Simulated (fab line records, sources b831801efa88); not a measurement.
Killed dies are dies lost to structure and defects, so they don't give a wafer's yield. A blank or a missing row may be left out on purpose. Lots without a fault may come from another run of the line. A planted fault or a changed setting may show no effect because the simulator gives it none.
Problem report in the 8D (eight disciplines) form, filled by code | flow sky130 | the parts of the form that need people (team, actions taken, sign-off) are left out

1. THE PROBLEM
chamber_pressure_pa at SKY_METAL2_SPUTTER_00 reads a mean of 0.4452 Pa on 6 wafers of 2 lots; wafers without a fault read 0.4000 Pa with a standard deviation of 0.00079. That is +57 standard deviations from the usual mean.
The step: material Ti, target thk 15 nm, time 10 s.
First seen on wafer L863.1, day 37 06:44, on pvd_sputter-01. The record holds 36 wafers of 12 lots with a number at this step. Rule for "out", or "out of limits": more than 4 standard deviations from the usual mean. The other wafers with a number count as sound.

2. WHAT IT IS AND WHAT IT IS NOT
question                    | is                     | is not
which readings at this step | chamber_pressure_pa    | -
which lots                  | L863, L864             | L856, L857, L859, L861, L862, L865, L871, L872, L876, L877
which wafers of those lots  | all that have a number | -
read on which tools         | pvd_sputter-01         | pvd_sputter-02, pvd_sputter-04
when                        | from day 37 06:44      | up to then (15 sound wafers); but 15 sound wafers of L865, L871, L872, L876, L877 came after

3. SUSPECTS, AND WHAT RULES EACH OUT
Counting: a tool at a process step up to the reading stays a suspect if it ran every lot that is out and no sound lot after the first of them.
- pvd_sputter-03 at SKY_METAL1_SPUTTER_04 (material TiN, target thk 70 nm, time 58.3 s): ruled out as a lasting fault. Sound lots L872, L876 ran on it after its first lot that is out, L863 (day 34 23:59).
- pvd_sputter-01 at SKY_METAL2_SPUTTER_00 (material Ti, target thk 15 nm, time 10 s): ruled out as a lasting fault. Sound lots L877 ran on it after its first lot that is out, L863 (day 37 06:44).
Left after counting: nothing in the record.

4. THE CAUSE (what the simulator had put in)
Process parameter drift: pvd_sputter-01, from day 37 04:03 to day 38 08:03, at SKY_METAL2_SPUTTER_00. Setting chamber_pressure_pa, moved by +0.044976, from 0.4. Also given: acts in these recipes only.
Counting ruled it out, wrongly.

5. THE CHAIN OF EFFECTS, in route order
Each row: a reading whose mean over the struck wafers that have a number lies more than 3 standard deviations from the usual. Only readings for which the record gives a usual standard deviation are gone through. hours: the time from each lot's start at the first step in this table that gives one to its start at this step, as a median over the lots. sigmas: the change in usual standard deviations.
hours | step                  | reading             | usual     | on struck wafers | change  | sigmas
0     | SKY_METAL2_SPUTTER_00 | chamber_pressure_pa | 0.4000 Pa | 0.4452           | +0.0452 | +57
The process steps in it:
- SKY_METAL2_SPUTTER_00: material Ti, target thk 15 nm, time 10 s.

6. WHAT WOULD HAVE CAUGHT IT SOONER
In this record the first reading out of limits was taken at day 37 06:44, 3 hours after the fault began at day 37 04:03.
